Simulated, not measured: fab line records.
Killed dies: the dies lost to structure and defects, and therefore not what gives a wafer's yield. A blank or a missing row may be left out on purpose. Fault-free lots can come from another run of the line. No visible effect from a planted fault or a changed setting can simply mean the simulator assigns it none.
Which of the tools did it? :: flow sky130 :: 12 lots, 36 wafers sampled, at 4 steps of a route of 708

WHAT EACH GAUGE READ, for each wafer
The record holds no reading of a measuring or inspecting step that can be judged against a usual standard deviation.

TOOL THAT RAN EACH LOT (tool first, then ch and the chambers of the sampled wafers, then the start)
lot: L169
SKY_DNWELL_STRIP_08: plasma-asher-02 ch 0,1, day 3 06:13
SKY_SONOS_ONO_WET_ETCH_16: wet-bench-02 ch 0, day 12 10:56
SKY_SPACER_ETCHBACK_02: rie-diel-02 ch 0,1,2, day 22 16:19
SKY_LI_CONTACT_CMP_24: cmp-01 ch 0,1,3, day 28 21:22

lot: L170
SKY_DNWELL_STRIP_08: plasma-asher-01 ch 0,1, day 3 12:49
SKY_SONOS_ONO_WET_ETCH_16: wet-bench-01 ch 3, day 12 20:41
SKY_SPACER_ETCHBACK_02: rie-diel-01 ch 0,3, day 23 10:22
SKY_LI_CONTACT_CMP_24: cmp-02 ch 1,2, day 29 14:02

lot: L171
SKY_DNWELL_STRIP_08: plasma-asher-04 ch 0,1, day 3 20:46
SKY_SONOS_ONO_WET_ETCH_16: wet-bench-01 ch 2, day 13 05:23
SKY_SPACER_ETCHBACK_02: rie-diel-02 ch 1,2,3, day 23 17:39
SKY_LI_CONTACT_CMP_24: cmp-02 ch 1,2,3, day 29 20:11

lot: L172
SKY_DNWELL_STRIP_08: plasma-asher-02 ch 0,1, day 3 23:50
SKY_SONOS_ONO_WET_ETCH_16: wet-bench-01 ch 1, day 13 13:10
SKY_SPACER_ETCHBACK_02: rie-diel-02 ch 2,3, day 23 21:47
SKY_LI_CONTACT_CMP_24: cmp-02 ch 0,1, day 30 01:35

lot: L173
SKY_DNWELL_STRIP_08: plasma-asher-04 ch 0,1, day 4 04:14
SKY_SONOS_ONO_WET_ETCH_16: wet-bench-02 ch 0, day 13 16:41
SKY_SPACER_ETCHBACK_02: rie-diel-02 ch 0,1,3, day 24 03:31
SKY_LI_CONTACT_CMP_24: cmp-02 ch 1,2,3, day 30 05:31

lot: L177
SKY_DNWELL_STRIP_08: plasma-asher-02 ch 0,1, day 5 16:10
SKY_SONOS_ONO_WET_ETCH_16: wet-bench-02 ch 0, day 16 12:17
SKY_SPACER_ETCHBACK_02: rie-diel-03 ch 0,2,3, day 26 22:03
SKY_LI_CONTACT_CMP_24: cmp-02 ch 0,1,3, day 32 19:47

lot: L180
SKY_DNWELL_STRIP_08: plasma-asher-01 ch 0,1, day 6 01:40
SKY_SONOS_ONO_WET_ETCH_16: wet-bench-02 ch 1, day 16 23:01
SKY_SPACER_ETCHBACK_02: rie-diel-03 ch 0,2, day 27 09:34
SKY_LI_CONTACT_CMP_24: cmp-01 ch 0,2,3, day 33 06:08

lot: L183
SKY_DNWELL_STRIP_08: plasma-asher-02 ch 0,1, day 6 18:09
SKY_SONOS_ONO_WET_ETCH_16: wet-bench-02 ch 3, day 17 19:01
SKY_SPACER_ETCHBACK_02: rie-diel-02 ch 1,2, day 28 06:14
SKY_LI_CONTACT_CMP_24: cmp-01 ch 2,3, day 34 01:09

lot: L186
SKY_DNWELL_STRIP_08: plasma-asher-02 ch 0,1, day 7 12:05
SKY_SONOS_ONO_WET_ETCH_16: wet-bench-01 ch 0, day 18 23:02
SKY_SPACER_ETCHBACK_02: rie-diel-01 ch 1,2, day 29 11:39
SKY_LI_CONTACT_CMP_24: cmp-02 ch 1,2,3, day 35 09:41

lot: L189
SKY_DNWELL_STRIP_08: plasma-asher-04 ch 0,1, day 7 23:58
SKY_SONOS_ONO_WET_ETCH_16: wet-bench-02 ch 2, day 19 21:14
SKY_SPACER_ETCHBACK_02: rie-diel-02 ch 1,2, day 30 05:45
SKY_LI_CONTACT_CMP_24: cmp-02 ch 0,1,3, day 35 22:25

lot: L190
SKY_DNWELL_STRIP_08: plasma-asher-02 ch 0,1, day 8 00:17
SKY_SONOS_ONO_WET_ETCH_16: wet-bench-02 ch 3, day 19 20:59
SKY_SPACER_ETCHBACK_02: rie-diel-02 ch 1,2, day 30 04:33
SKY_LI_CONTACT_CMP_24: cmp-01 ch 0,3, day 35 22:04

lot: L191
SKY_DNWELL_STRIP_08: plasma-asher-04 ch 0,1, day 8 08:16
SKY_SONOS_ONO_WET_ETCH_16: wet-bench-02 ch 1, day 20 06:53
SKY_SPACER_ETCHBACK_02: rie-diel-01 ch 0,1,2, day 30 15:02
SKY_LI_CONTACT_CMP_24: cmp-01 ch 0,1,2, day 36 06:59
- SKY_DNWELL_STRIP_08: strips in O2/N2.
- SKY_SONOS_ONO_WET_ETCH_16: etches SiO2 in dHF, target depth 14 nm, time 280 s.
- SKY_SPACER_ETCHBACK_02: etches Si3N4 in CH3F/O2, stops on SiO2, time 46.7 s, target depth 45 nm.
- SKY_LI_CONTACT_CMP_24: polishes, stops on PSG, t overpolish 20 s, target thk 0 nm.

AS READ BY THE TOOLS THEMSELVES (means over the sampled wafers that have a number; for cases with no such wafer, the mark the record gives instead)
SKY_DNWELL_STRIP_08.
lot: L169
tool: plasma-asher-02
drypump-motor-current-A (A): 5.6
oes-product-au (a.u.): 0.724
strip-time-to-endpoint-s (s): 36.92

lot: L170
tool: plasma-asher-01
drypump-motor-current-A (A): 5.5
oes-product-au (a.u.): 0.724
strip-time-to-endpoint-s (s): 37.04

lot: L171
tool: plasma-asher-04
drypump-motor-current-A (A): 5.8
oes-product-au (a.u.): 0.722
strip-time-to-endpoint-s (s): 36.94

lot: L172
tool: plasma-asher-02
drypump-motor-current-A (A): 5.6
oes-product-au (a.u.): 0.725
strip-time-to-endpoint-s (s): 36.93

lot: L173
tool: plasma-asher-04
drypump-motor-current-A (A): 5.8
oes-product-au (a.u.): 0.723
strip-time-to-endpoint-s (s): 36.91

lot: L177
tool: plasma-asher-02
drypump-motor-current-A (A): 5.5
oes-product-au (a.u.): 0.723
strip-time-to-endpoint-s (s): 36.83

lot: L180
tool: plasma-asher-01
drypump-motor-current-A (A): 5.5
oes-product-au (a.u.): 0.727
strip-time-to-endpoint-s (s): 36.98

lot: L183
tool: plasma-asher-02
drypump-motor-current-A (A): 5.6
oes-product-au (a.u.): 0.720
strip-time-to-endpoint-s (s): 36.89

lot: L186
tool: plasma-asher-02
drypump-motor-current-A (A): 5.5
oes-product-au (a.u.): 0.718
strip-time-to-endpoint-s (s): 36.85

lot: L189
tool: plasma-asher-04
drypump-motor-current-A (A): 5.4
oes-product-au (a.u.): 0.721
strip-time-to-endpoint-s (s): 36.83

lot: L190
tool: plasma-asher-02
drypump-motor-current-A (A): 5.6
oes-product-au (a.u.): 0.722
strip-time-to-endpoint-s (s): 36.84

lot: L191
tool: plasma-asher-04
drypump-motor-current-A (A): 5.4
oes-product-au (a.u.): 0.725
strip-time-to-endpoint-s (s): 37.10

SKY_SONOS_ONO_WET_ETCH_16.
lot: L169
tool: wet-bench-02
run-length-s (s): 313

lot: L170
tool: wet-bench-01
run-length-s (s): 305

lot: L171
tool: wet-bench-01
run-length-s (s): 311

lot: L172
tool: wet-bench-01
run-length-s (s): 305

lot: L173
tool: wet-bench-02
run-length-s (s): 314

lot: L177
tool: wet-bench-02
run-length-s (s): 306

lot: L180
tool: wet-bench-02
run-length-s (s): 118

lot: L183
tool: wet-bench-02
run-length-s (s): 119

lot: L186
tool: wet-bench-01
run-length-s (s): 303

lot: L189
tool: wet-bench-02
run-length-s (s): 304

lot: L190
tool: wet-bench-02
run-length-s (s): 305

lot: L191
tool: wet-bench-02
run-length-s (s): 314

SKY_SPACER_ETCHBACK_02.
lot: L169
tool: rie-diel-02
drypump-motor-current-A (A): 6.2
oes-product-au (a.u.): 0.845
throttle-valve-pct (%): 10.554

lot: L170
tool: rie-diel-01
drypump-motor-current-A (A): 5.5
oes-product-au (a.u.): 0.852
throttle-valve-pct (%): 10.565

lot: L171
tool: rie-diel-02
drypump-motor-current-A (A): 5.8
oes-product-au (a.u.): 0.854
throttle-valve-pct (%): 10.561

lot: L172
tool: rie-diel-02
drypump-motor-current-A (A): 5.7
oes-product-au (a.u.): 0.852
throttle-valve-pct (%): 10.562

lot: L173
tool: rie-diel-02
drypump-motor-current-A (A): 5.8
oes-product-au (a.u.): 0.858
throttle-valve-pct (%): 10.564

lot: L177
tool: rie-diel-03
drypump-motor-current-A (A): 5.5
oes-product-au (a.u.): 0.846
throttle-valve-pct (%): 10.553

lot: L180
tool: rie-diel-03
drypump-motor-current-A (A): 5.8
oes-product-au (a.u.): 0.847
throttle-valve-pct (%): 10.568

lot: L183
tool: rie-diel-02
drypump-motor-current-A (A): 5.9
oes-product-au (a.u.): 0.850
throttle-valve-pct (%): 10.563

lot: L186
tool: rie-diel-01
drypump-motor-current-A (A): 5.6
oes-product-au (a.u.): 0.852
throttle-valve-pct (%): 10.566

lot: L189
tool: rie-diel-02
drypump-motor-current-A (A): 5.9
oes-product-au (a.u.): 0.850
throttle-valve-pct (%): 10.567

lot: L190
tool: rie-diel-02
drypump-motor-current-A (A): 5.9
oes-product-au (a.u.): 0.846
throttle-valve-pct (%): 10.562

lot: L191
tool: rie-diel-01
drypump-motor-current-A (A): 5.6
oes-product-au (a.u.): 0.851
throttle-valve-pct (%): 10.569

SKY_LI_CONTACT_CMP_24.
lot: L169
tool: cmp-01
motor-current-A (A): 10.9
overpolish-run-s (s): 20.000
platen-rpm (rpm): 60.03
slurry-filter-dp-kPa (kPa): 13.58
time-to-endpoint-s (s): 97

lot: L170
tool: cmp-02
motor-current-A (A): 9.7
overpolish-run-s (s): 19.997
platen-rpm (rpm): 60.03
slurry-filter-dp-kPa (kPa): 13.69
time-to-endpoint-s (s): 94

lot: L171
tool: cmp-02
motor-current-A (A): 11.0
overpolish-run-s (s): 19.995
platen-rpm (rpm): 59.99
slurry-filter-dp-kPa (kPa): 13.48
time-to-endpoint-s (s): 93

lot: L172
tool: cmp-02
motor-current-A (A): 10.5
overpolish-run-s (s): 20.002
platen-rpm (rpm): 59.96
slurry-filter-dp-kPa (kPa): 13.46
time-to-endpoint-s (s): 96

lot: L173
tool: cmp-02
motor-current-A (A): 11.0
overpolish-run-s (s): 19.997
platen-rpm (rpm): 59.99
slurry-filter-dp-kPa (kPa): 13.31
time-to-endpoint-s (s): 94

lot: L177
tool: cmp-02
motor-current-A (A): 11.2
overpolish-run-s (s): 20.001
platen-rpm (rpm): 59.99
slurry-filter-dp-kPa (kPa): 13.58
time-to-endpoint-s (s): 98

lot: L180
tool: cmp-01
motor-current-A (A): 10.6
overpolish-run-s (s): 19.995
platen-rpm (rpm): 59.97
slurry-filter-dp-kPa (kPa): 13.48
time-to-endpoint-s (s): 97

lot: L183
tool: cmp-01
motor-current-A (A): 10.0
overpolish-run-s (s): 19.992
platen-rpm (rpm): 59.97
slurry-filter-dp-kPa (kPa): 13.56
time-to-endpoint-s (s): 96

lot: L186
tool: cmp-02
motor-current-A (A): 11.0
overpolish-run-s (s): 19.996
platen-rpm (rpm): 59.98
slurry-filter-dp-kPa (kPa): 13.54
time-to-endpoint-s (s): 97

lot: L189
tool: cmp-02
motor-current-A (A): 11.6
overpolish-run-s (s): 20.009
platen-rpm (rpm): 59.99
slurry-filter-dp-kPa (kPa): 13.58
time-to-endpoint-s (s): 98

lot: L190
tool: cmp-01
motor-current-A (A): 10.1
overpolish-run-s (s): 19.994
platen-rpm (rpm): 59.98
slurry-filter-dp-kPa (kPa): 13.55
time-to-endpoint-s (s): 96

lot: L191
tool: cmp-01
motor-current-A (A): 12.0
overpolish-run-s (s): 19.993
platen-rpm (rpm): 59.97
slurry-filter-dp-kPa (kPa): 13.47
time-to-endpoint-s (s): 94

THE ANSWER, worked out from the rows above alone
Rule: the lots themselves supply what counts as usual. Put in order of their means at a reading, lots are off if they are a third of the lots or fewer, leave a main group of 4 or more, and stand apart from it by a gap of 3 or more times the standard deviation of the main group's means; of several such gaps the widest counts. A main group whose means are all the same, to the digits that the tables above print for the reading, isn't used. A lot without any number at a reading at which 4 lots or more have one is off too. Any other lot the step has rows for is counted as sound. Order of review: gauges by route order, followed by the tools' own readings, for which a lot's mean as printed above is used. The first step at which some lot is off is used, and at that step the reading that is off furthest; a lot without a number counts as furthest.
Off, at SKY_SONOS_ONO_WET_ETCH_16 on run-length-s: L180, L183. Mean 308 s and standard deviation 4.2 in the main group.
A tool fits if, at that step or a process step before it, it ran every lot that is off, and no sound lot after the first of them. None of those tried fits.

WHAT THE SIMULATOR HAD INSERTED
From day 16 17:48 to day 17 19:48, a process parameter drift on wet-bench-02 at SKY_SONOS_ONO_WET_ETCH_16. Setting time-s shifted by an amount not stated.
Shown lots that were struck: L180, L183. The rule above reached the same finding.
